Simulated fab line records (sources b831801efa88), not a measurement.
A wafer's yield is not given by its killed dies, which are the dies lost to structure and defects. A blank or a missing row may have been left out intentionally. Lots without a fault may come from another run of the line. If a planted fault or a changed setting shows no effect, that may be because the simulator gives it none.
8D (eight disciplines) problem report, filled in by code + flow sky130 + the parts of the form that need people (team, actions taken, sign-off) are left out

== 1. THE PROBLEM ==
Wafers free of any fault read 1175 nm (standard deviation 14) for VIA2_HDPCVD_THK at SKY_VIA2_THK_MEAS_01, against a mean of 992 nm on 3 wafers of 2 lots. That is -13 standard deviations from the usual mean.
Seen first at day 39 15:17 on filmMetro-01, wafer L456.1. The record has a number at this step for 36 wafers belonging to 12 lots. Rule for "out", or "out of limits": more than 4 standard deviations from the usual mean. The rest of the wafers with a number are treated as sound.

== 2. WHAT IT IS, WHAT IT ISN'T ==
| question                    | is                         | is not                                                                                       |
|-----------------------------|----------------------------|----------------------------------------------------------------------------------------------|
| which readings at this step | VIA2_HDPCVD_THK            | -                                                                                            |
| which lots                  | L456, L457                 | L443, L444, L445, L446, L450, L451, L461, L462, L463, L466                                   |
| which wafers of those lots  | L456.1, L456.4, L457.5     | L456.2, L457.1, L457.3                                                                       |
| read on which gauges        | filmMetro-01, filmMetro-04 | filmMetro-02                                                                                 |
| when                        | from day 39 15:17          | up to then (19 sound wafers); but 14 sound wafers of L457, L461, L462, L463, L466 came after |

== 3. THE SUSPECTS, EACH WITH WHAT RULES IT OUT ==
Counting: a tool at a process step up to the reading stays a suspect if it ran every lot that is out. Sound lots after the first of them don't rule it out here, since some wafers of a struck lot are sound.
- the gauge at SKY_VIA2_THK_MEAS_01 has been ruled out. 2 gauges (filmMetro-01, filmMetro-04) read the wafers that are out.
- rieMetal-04 at SKY_METAL2_METAL_ETCH_19 (etches the open film in Cl2/BCl3, stops on SiO2, target depth 360 nm, time 78 s): kept. Every lot that is out went through it, the first being L456 (day 39 14:24); the last sound lot it ran before that was L451 (day 37 23:52).
- hdpcvd-02 at SKY_VIA2_HDPCVD_00 (deposits SiO2, target thk 1180 nm, time 196.7 s): kept. Every lot that is out went through it, the first being L456 (day 39 15:10); the last sound lot it ran before that was L444 (day 35 15:18).
Left after counting: rieMetal-04 at SKY_METAL2_METAL_ETCH_19, hdpcvd-02 at SKY_VIA2_HDPCVD_00.

== 4. THE CAUSE (what the simulator had put in) ==
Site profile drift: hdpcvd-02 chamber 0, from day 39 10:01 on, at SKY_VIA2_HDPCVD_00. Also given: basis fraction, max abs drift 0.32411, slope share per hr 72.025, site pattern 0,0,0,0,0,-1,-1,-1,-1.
Counting left 2 suspects, and this tool is among them.

== 5. THE EFFECT CHAIN, in route order ==
Each row: a reading where the mean over the struck wafers with a number is more than 3 standard deviations away from the usual. Readings are gone through only where the record gives a usual standard deviation; hours: the median, over the lots, of the time from a lot's start at the first step in this table giving one to that lot's start at this step; sigmas: the change measured in usual standard deviations.
| hours | step                  | reading            | usual      | on struck wafers | change | sigmas |
|-------|-----------------------|--------------------|------------|------------------|--------|--------|
| 0     | SKY_VIA2_THK_MEAS_01  | VIA2_HDPCVD_THK    | 1175 nm    | 992              | -183   | -13    |
| 25    | SKY_VIA2_ETCH_15      | oesProductAu       | 0.940 a.u. | 0.742            | -0.198 | -41    |
| 230   | SKY_PAD_OPEN_PROBE_99 | defectLimitedYield | 82.6 %     | 69.7             | -12.9  | -6.8   |
| 230   | SKY_PAD_OPEN_PROBE_99 | killed_at_M0_to_M3 | 42         | 107              | +65    | +9.2   |
| 230   | SKY_PAD_OPEN_PROBE_99 | killedDies         | 86         | 149              | +63    | +6.6   |
| 230   | SKY_PAD_OPEN_PROBE_99 | killedOnRim        | 17         | 71               | +54    | +14    |
Here are the process steps it includes:
- SKY_VIA2_ETCH_15: etches SiO2 in C4F8/O2/Ar, stops on TiN, target depth 546 nm, time 84 s.
- SKY_PAD_OPEN_PROBE_99
Later steps that measure or inspect, where all struck wafers having a row at the step show a number for every such reading and not one has moved that far: SKY_VIA2_BOW_MEAS_03, SKY_VIA2_OVL_MEAS_13.

== 6. HOW IT WOULD HAVE BEEN CAUGHT EARLIER ==
The first out-of-limits reading at a measuring or inspecting step in this record came at day 39 15:17, 5 hours after the fault's start at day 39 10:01.
Among the 2 lots that are out, L457 began SKY_VIA2_HDPCVD_00 on hdpcvd-02 after day 39 15:17. A tool hold placed at that time would have kept it from harm.
